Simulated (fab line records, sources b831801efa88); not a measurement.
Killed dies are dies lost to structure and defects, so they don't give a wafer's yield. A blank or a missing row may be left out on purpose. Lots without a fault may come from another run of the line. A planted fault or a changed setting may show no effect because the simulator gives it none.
Which tool did it? | flow sky130 | 12 lots, 36 wafers sampled, at 6 steps of a route of 708

WHAT THE GAUGES READ, wafer by wafer
SKY_FIELD_ISO_CD_MEAS_13: target cd 150 nm.
lot  | measured    | on        | cd_nm (nm)
L801 | day 2 03:59 | cd_sem-02 | 149.9 152.3 149.2
L803 | day 2 14:51 | cd_sem-01 | 148.3 148.4 149.1
L805 | day 3 03:07 | cd_sem-02 | 147.7 146.8 148.0
L806 | day 3 07:38 | cd_sem-01 | 148.0 150.0 149.3
L808 | day 3 20:00 | cd_sem-02 | 153.5 152.7 153.9
L811 | day 4 11:01 | cd_sem-01 | 148.6 149.8 148.6
L813 | day 4 20:00 | cd_sem-01 | 150.4 149.4 150.3
L814 | day 5 03:22 | cd_sem-01 | 151.7 150.4 151.6
L815 | day 5 08:17 | cd_sem-01 | 149.1 149.6 150.0
L818 | day 5 20:47 | cd_sem-01 | 149.5 149.5 148.0
L820 | day 6 07:02 | cd_sem-01 | 149.9 148.7 150.0
L823 | day 7 01:55 | cd_sem-01 | 146.1 146.7 147.4

SKY_PWDE_TW_MEAS_10.
lot  | measured    | on            | PWDE_TW
L801 | day 3 17:40 | film_metro-02 | 371.8 371.1 371.2
L803 | day 4 05:37 | film_metro-01 | 372.1 374.8 372.9
L805 | day 4 22:12 | film_metro-02 | 366.5 365.2 367.0
L806 | day 5 04:36 | film_metro-02 | 371.5 370.3 369.4
L808 | day 5 14:43 | film_metro-01 | 375.1 376.0 373.5
L811 | day 6 07:17 | film_metro-04 | 374.3 373.2 372.0
L813 | day 6 15:49 | film_metro-04 | 371.6 372.8 373.3
L814 | day 6 23:02 | film_metro-02 | 360.5 361.3 359.3
L815 | day 7 04:33 | film_metro-02 | 367.2 366.5 367.7
L818 | day 7 22:37 | film_metro-02 | 356.1 356.6 354.7
L820 | day 8 10:49 | film_metro-01 | 373.4 375.9 373.4
L823 | day 9 01:39 | film_metro-04 | 375.0 373.0 375.6

SKY_NWELL_RS_MEAS_29: measures by four-point-probe.
lot  | measured     | on            | NWELL_RS (ohm/sq)
L801 | day 5 05:26  | film_metro-02 | 624.8 623.5 626.0
L803 | day 5 18:27  | film_metro-04 | 624.2 627.1 626.5
L805 | day 6 12:01  | film_metro-01 | 624.2 625.8 624.5
L806 | day 6 18:04  | film_metro-04 | 626.4 626.8 626.3
L808 | day 7 04:55  | film_metro-04 | 625.6 625.3 626.8
L811 | day 7 23:16  | film_metro-01 | 624.1 623.2 624.9
L813 | day 8 10:06  | film_metro-04 | 625.9 625.5 624.5
L814 | day 8 16:55  | film_metro-02 | 626.1 626.0 627.6
L815 | day 8 22:53  | film_metro-01 | 622.3 621.6 624.6
L818 | day 9 18:03  | film_metro-01 | 628.1 627.6 628.3
L820 | day 10 07:26 | film_metro-04 | 625.0 625.7 626.4
L823 | day 10 23:16 | film_metro-04 | 626.5 625.6 623.3

SKY_NWELL_RS_MEAS_31: measures by four-point-probe.
lot  | measured     | on            | PWDE_RS (ohm/sq)
L801 | day 5 05:41  | film_metro-02 | 5279 5283 5272
L803 | day 5 18:41  | film_metro-04 | 5276 5281 5265
L805 | day 6 12:15  | film_metro-01 | 5313 5312 5310
L806 | day 6 18:19  | film_metro-04 | 5309 5296 5289
L808 | day 7 05:09  | film_metro-04 | 5271 5268 5273
L811 | day 7 23:31  | film_metro-01 | 5271 5267 5281
L813 | day 8 10:20  | film_metro-04 | 5289 5288 5278
L814 | day 8 17:09  | film_metro-02 | 5722 5717 5734
L815 | day 8 23:07  | film_metro-01 | 5290 5278 5274
L818 | day 9 18:17  | film_metro-01 | 5713 5730 5746
L820 | day 10 07:40 | film_metro-04 | 5273 5260 5275
L823 | day 10 23:31 | film_metro-04 | 5280 5284 5291

WHICH TOOL RAN EACH LOT (tool, then ch and the chambers of the sampled wafers, then the start)
lot  | SKY_FIELD_ISO_CMP_27         | SKY_PWDE_IMPLANT_08
L801 | cmp-02 ch 1,2,3, day 2 07:46 | implanter-03 ch 0, day 3 17:25
L803 | cmp-01 ch 1,2, day 2 19:07   | implanter-04 ch 0, day 4 05:24
L805 | cmp-02 ch 2,3, day 3 10:05   | implanter-03 ch 0, day 4 21:57
L806 | cmp-02 ch 0,2,3, day 3 14:02 | implanter-01 ch 0, day 5 04:21
L808 | cmp-02 ch 0,1, day 4 00:20   | implanter-04 ch 0, day 5 14:29
L811 | cmp-01 ch 0,1,3, day 4 16:23 | implanter-01 ch 0, day 6 07:04
L813 | cmp-01 ch 1,3, day 4 23:32   | implanter-03 ch 0, day 6 15:36
L814 | cmp-02 ch 0,2,3, day 5 07:11 | implanter-01 ch 0, day 6 22:47
L815 | cmp-01 ch 0,2,3, day 5 12:30 | implanter-03 ch 0, day 7 04:19
L818 | cmp-01 ch 0,1,3, day 6 02:19 | implanter-01 ch 0, day 7 22:22
L820 | cmp-01 ch 2,3, day 6 14:20   | implanter-03 ch 0, day 8 10:35
L823 | cmp-02 ch 0,2,3, day 7 05:30 | implanter-03 ch 0, day 9 01:24
- SKY_FIELD_ISO_CMP_27: polishes, stops on Si3N4, t overpolish 16 s, target thk 457.8 nm.
- SKY_PWDE_IMPLANT_08

WHAT THE TOOLS THEMSELVES READ (means of the sampled wafers that have a number; where no wafer has one, the mark that the record gives instead)
SKY_FIELD_ISO_CMP_27.
lot  | tool   | motor_current_A (A) | overpolish_run_s (s) | slurry_flow_ml_min | time_to_endpoint_s (s)
L801 | cmp-02 | 11.4                | 16.002               | 150.1              | 109
L803 | cmp-01 | 12.8                | 16.010               | 150.4              | 111
L805 | cmp-02 | 11.4                | 15.994               | 149.7              | 108
L806 | cmp-02 | 12.1                | 16.009               | 149.8              | 110
L808 | cmp-02 | 13.2                | 15.997               | 150.0              | 110
L811 | cmp-01 | 12.2                | 16.005               | 149.8              | 104
L813 | cmp-01 | 11.9                | 15.997               | 150.0              | 105
L814 | cmp-02 | 11.6                | 15.999               | 150.2              | 109
L815 | cmp-01 | 12.6                | 15.997               | 149.8              | 108
L818 | cmp-01 | 12.3                | 16.003               | 149.9              | 112
L820 | cmp-01 | 12.8                | 15.997               | 150.1              | 108
L823 | cmp-02 | 11.3                | 16.007               | 150.1              | 110

SKY_PWDE_IMPLANT_08.
lot  | tool         | dose_ions_cm2 | faraday_current_uA
L801 | implanter-03 | 3.593e+12     | 20.3
L803 | implanter-04 | 3.601e+12     | 20.2
L805 | implanter-03 | 3.598e+12     | 20.1
L806 | implanter-01 | 3.606e+12     | 20.0
L808 | implanter-04 | 3.599e+12     | 20.2
L811 | implanter-01 | 3.600e+12     | 20.3
L813 | implanter-03 | 3.603e+12     | 20.3
L814 | implanter-01 | 3.260e+12     | 18.5
L815 | implanter-03 | 3.599e+12     | 19.9
L818 | implanter-01 | 3.262e+12     | 18.6
L820 | implanter-03 | 3.600e+12     | 20.5
L823 | implanter-03 | 3.603e+12     | 20.3

THE ANSWER, worked out from the rows above alone
Rule: what is usual is taken from the lots themselves. Put in order of their means at a reading, lots are off if they are a third of the lots or fewer, leave a main group of 4 or more, and stand apart from it by a gap of 3 or more times the standard deviation of the main group's means; of several such gaps the widest counts. A main group whose means are all the same, to the digits that the tables above print for the reading, isn't used. A lot without any number at a reading at which 4 lots or more have one is off too. The other lots that the step has rows for count as sound. The gauges are gone through in route order, then the tools' own readings, and for those a lot's mean is taken as printed above. The first step at which some lot is off is used, and at that step the reading that is off furthest; a lot without a number counts as furthest.
Off: L814, L818, at SKY_NWELL_RS_MEAS_31 (PWDE_RS). The main group: mean 5283 ohm/sq, standard deviation 13.
A tool fits if, at a process step before that reading, it ran every lot that is off, and no sound lot after the first of them. The gauges at SKY_NWELL_RS_MEAS_31 aren't tried: what is off there is off at SKY_PWDE_IMPLANT_08 too, on other tools, and a gauge's error can't cause that. One fits: implanter-01 at SKY_PWDE_IMPLANT_08. Its last sound lot is L811 (day 6 07:04), its first lot that is off L814 (day 6 22:47): a fault that began between those two fits.
The tool's own readings at SKY_PWDE_IMPLANT_08 bear it out: on the lots that are off they differ by more than 5 times the standard deviation of the sound lots' means. dose_ions_cm2 reads 3.261e+12 there against 3.600e+12 on the sound lots; faraday_current_uA reads 18.6 there against 20.2 on the sound lots.

WHAT THE SIMULATOR HAD PUT IN
Process parameter drift: implanter-01, from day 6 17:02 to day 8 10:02, at SKY_PWDE_IMPLANT_08. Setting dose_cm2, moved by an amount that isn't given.
Lots struck among those shown: L814, L818. The rule above found the same.
